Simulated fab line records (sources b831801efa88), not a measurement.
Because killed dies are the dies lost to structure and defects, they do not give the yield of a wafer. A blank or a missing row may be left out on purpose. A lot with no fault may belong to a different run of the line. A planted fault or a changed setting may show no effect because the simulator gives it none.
A struck lot beside a sound one -- flow gf180mcu -- 16 out of 602 route steps
Sound: wafers L503.2, L503.4, L503.5. Struck: wafer L517.2 (left out: L517.3, L517.4 of the same lot, which were not struck); the cause appears at the end.
For every step that has rows: the tool of each side, followed by ch and its chambers, followed by its first start. Under that, the readings that differ: sound wafers -- struck wafers -- difference of the means -- sigmas: that difference in standard deviations of wafers without a fault.
alike: readings with means less than 2 such deviations apart, plus words and numbers identical on both sides. not compared: withheld readings, readings lacking a value on some wafer, bounds such as >300 that could conceal the same value, and numbers that have no deviation in the record and whose values overlap.
The two part at a step that has a row with sigmas, a row that says differs or no value, or rows on one side only. When numbers do not overlap yet have no deviation, they are printed without sigmas and do not part them. A reading missing from all wafers of one side parts the sides only when that side holds two or more wafers.

first, 6 steps without rows for these wafers: GF_M3_HMDS_08 (prime time 60 s); GF_M3_COAT_09 (resist thk 1000 nm); GF_M3_SOFTBAKE_10 (time 60 s); GF_M3_EXPOSE_11 (exposes mask Metal3, target cd 280 nm); GF_M3_PEB_12 (peb time 90 s); GF_M3_DEVELOP_13 (develop time 60 s).
GF_M3_CD_MEAS_14: target cd 280 nm.
  sound on cd_sem-02, day 21 09:22; struck on cd_sem-02, day 26 05:01
  alike: cd_nm
GF_M3_OVL_MEAS_15:
  sound on overlay-02, day 21 09:29; struck on overlay-01, day 26 05:08
reading,sound,struck,difference,sigmas
M3_OVL (nm),13 9 18,1,-12,-3
GF_M3_METAL_ETCH_16: etches the open film in Cl2/BCl3, stops on SiO2, target depth 750.8 nm, time 125.1 s.
  sound on rie_metal-01 ch 0,1, day 21 09:31; struck on rie_metal-01 ch 1, day 26 05:10
  alike: bcl3_flow_sccm, drypump_motor_current_A, oes_product_au, throttle_valve_pct
  not compared: rf_hours_counter_h
GF_M3_STRIP_17: strips in O2/N2.
  sound on plasma_asher-03 ch 0,1, day 21 09:38; struck on plasma_asher-03 ch 1, day 26 05:17
  alike: drypump_motor_current_A, heater_power_w, oes_product_au, strip_time_to_endpoint_s
  not compared: rf_hours_counter_h
then, 2 steps without rows for these wafers: GF_M3_STRIP_18 (strips in post etch residue remover, time 1200 s); GF_M3_CLEAN_19 (cleans in DIW).
GF_V3_CVD_00: deposits SiO2, target thk 600 nm, time 100 s.
  sound on hdpcvd-02 ch 0,1,2, day 21 10:34; struck on hdpcvd-01 ch 0, day 26 05:51
reading,sound,struck,difference,sigmas
sih4_flow_sccm (sccm),59.95 59.86 60.21,90.11,+30.10,+99 or more
model.SiO2_of_V3_CVD_00.thk_nm (nm),585.5 600.1 590.1,904.9,+313.0,
GF_V3_THK_MEAS_01:
  sound on film_metro-02, day 21 10:40; struck on film_metro-02, day 26 06:10
reading,sound,struck,difference,sigmas
V3_CVD_00_THK (nm),586 600 590,906,+314,+44
  not compared: hold
GF_V3_CVD_02: deposits SiO2 from TEOS, target thk 850 nm, time 94.851 s.
  sound on pecvd-02 ch 0,2, day 21 10:43; struck on pecvd-01 ch 2, day 26 11:12
reading,sound,struck,difference,sigmas
hold,- - -,await_dispo/5.0h/release,no value on the sound wafers,
  alike: heater_power_w
  not compared: since_wet_clean_h
GF_PASSIVATION_PROBE_99:
  rows exist in the record for the sound wafers here (prober-01, day 29 01:19), none for the struck ones

## WHERE THEY PART
First at GF_M3_OVL_MEAS_15; last, within this record, at GF_PASSIVATION_PROBE_99.

WHY: what the simulator had put in
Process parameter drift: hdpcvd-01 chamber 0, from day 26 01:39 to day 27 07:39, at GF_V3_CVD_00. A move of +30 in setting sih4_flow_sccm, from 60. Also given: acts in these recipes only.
